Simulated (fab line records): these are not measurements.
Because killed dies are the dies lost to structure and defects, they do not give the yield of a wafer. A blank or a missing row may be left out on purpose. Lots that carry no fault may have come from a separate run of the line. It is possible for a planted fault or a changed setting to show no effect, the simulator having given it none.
The same fault as seen by 2 desks :: flow gf180mcu :: each desk holds nothing but its own numbers, with what lay behind them at the end

## METROLOGY DESK
Means of the sampled wafers that have a number, per lot and without regard to the tool the lot ran on: this is what the gauges read. If a lot's mean is further than 4 standard deviations from the usual mean, the lot is out of limits and carries the mark OUT (the distance appears in the brackets).
Columns: A = MVPSD_TW at GF_MVPSD_TW_MEAS_11, usual 552; B = DUAL_GATE_OXIDATION_00_THK at GF_DUAL_GATE_THK_MEAS_03, usual 10.79 nm; C = POLY_GATE_OVL at GF_POLY_GATE_OVL_MEAS_11, usual 0 nm
lot: L919
first seen here: day 4 22:22
A: 548
B: 10.86
C: -2

lot: L920
first seen here: day 5 05:13
A: 550
B: 10.91
C: -5

lot: L921
first seen here: day 5 10:20
A: 553
B: 11.12
C: 0

lot: L923
first seen here: day 5 22:31
A: 546
B: 10.61
C: -4

lot: L926
first seen here: day 6 23:14
A: 551
B: 12.16 (+7.2) OUT
C: -4

lot: L928
first seen here: day 7 04:37
A: 555
B: 12.07 (+6.7) OUT
C: 0

lot: L936
first seen here: day 9 09:50
A: 547
B: 10.68
C: -2

lot: L935
first seen here: day 9 09:58
A: 554
B: 10.67
C: 2

lot: L937
first seen here: day 9 13:40
A: 553
B: 10.90
C: -6

lot: L938
first seen here: day 10 02:09
A: 556
B: 10.49
C: 12

lot: L940
first seen here: day 10 09:51
A: 556
B: 10.71
C: -1

lot: L941
first seen here: day 10 13:31
A: 558
B: 11.01
C: 0

lot: L942
first seen here: day 10 18:02
A: 546
B: 10.78
C: -4
Finding of this desk: L926, L928 out of limits, first seen on L926 at day 9 19:32 (DUAL_GATE_OXIDATION_00_THK at GF_DUAL_GATE_THK_MEAS_03). L919, L920, L921, L923, L936, L935, L937, L938, L940, L941, L942 stayed within limits.

## TOOL OWNER'S DESK, furnace-02
The tool's own readings at GF_DUAL_GATE_OXIDATION_02 (stabilise 600 s, purge 300 s, target thk 10.887 nm): means of the sampled wafers that have a number, for each lot that ran on this tool. If a lot's mean is further than 4 standard deviations from the usual mean, the lot is out of limits and carries the mark OUT (the distance appears in the brackets).
Columns: A = spike tc centre C at GF_DUAL_GATE_OXIDATION_02, usual 900.1 C; B = zone power centre pct at GF_DUAL_GATE_OXIDATION_02, usual 19.57 %; C = zone power top pct at GF_DUAL_GATE_OXIDATION_02, usual 32.8 %
lot: L919
first seen here: day 7 09:04
A: 900.4
B: 19.00
C: 33.2

lot: L921
first seen here: day 7 23:09
A: 900.8
B: 19.45
C: 33.2

lot: L926
first seen here: day 9 18:05
A: 899.8
B: 19.48
C: 33.1

lot: L928
first seen here: day 10 03:08
A: 899.7
B: 19.46
C: 32.9

lot: L937
first seen here: day 12 19:46
A: 900.1
B: 19.38
C: 32.7

lot: L941
first seen here: day 13 18:43
A: 899.3
B: 19.33
C: 33.1
This desk's verdict: no lot among the 6 shows anything out of limits.

## TAKEN TOGETHER
An alarm was possible from the metrology desk at day 9 19:32, on L926, L928.
The tool owner's desk saw nothing out of limits.
On record at the tool owner's desk: L926, L928, within its limits.
All the named lots went through GF_DUAL_GATE_OXIDATION_02 on furnace-02.

## WHAT HAD BEEN PUT IN BY THE SIMULATOR
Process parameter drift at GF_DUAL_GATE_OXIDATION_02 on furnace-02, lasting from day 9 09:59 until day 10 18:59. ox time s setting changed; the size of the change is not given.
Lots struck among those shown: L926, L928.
Delay in hours, fault start to first out-of-limits reading, per desk: metrology desk 10.
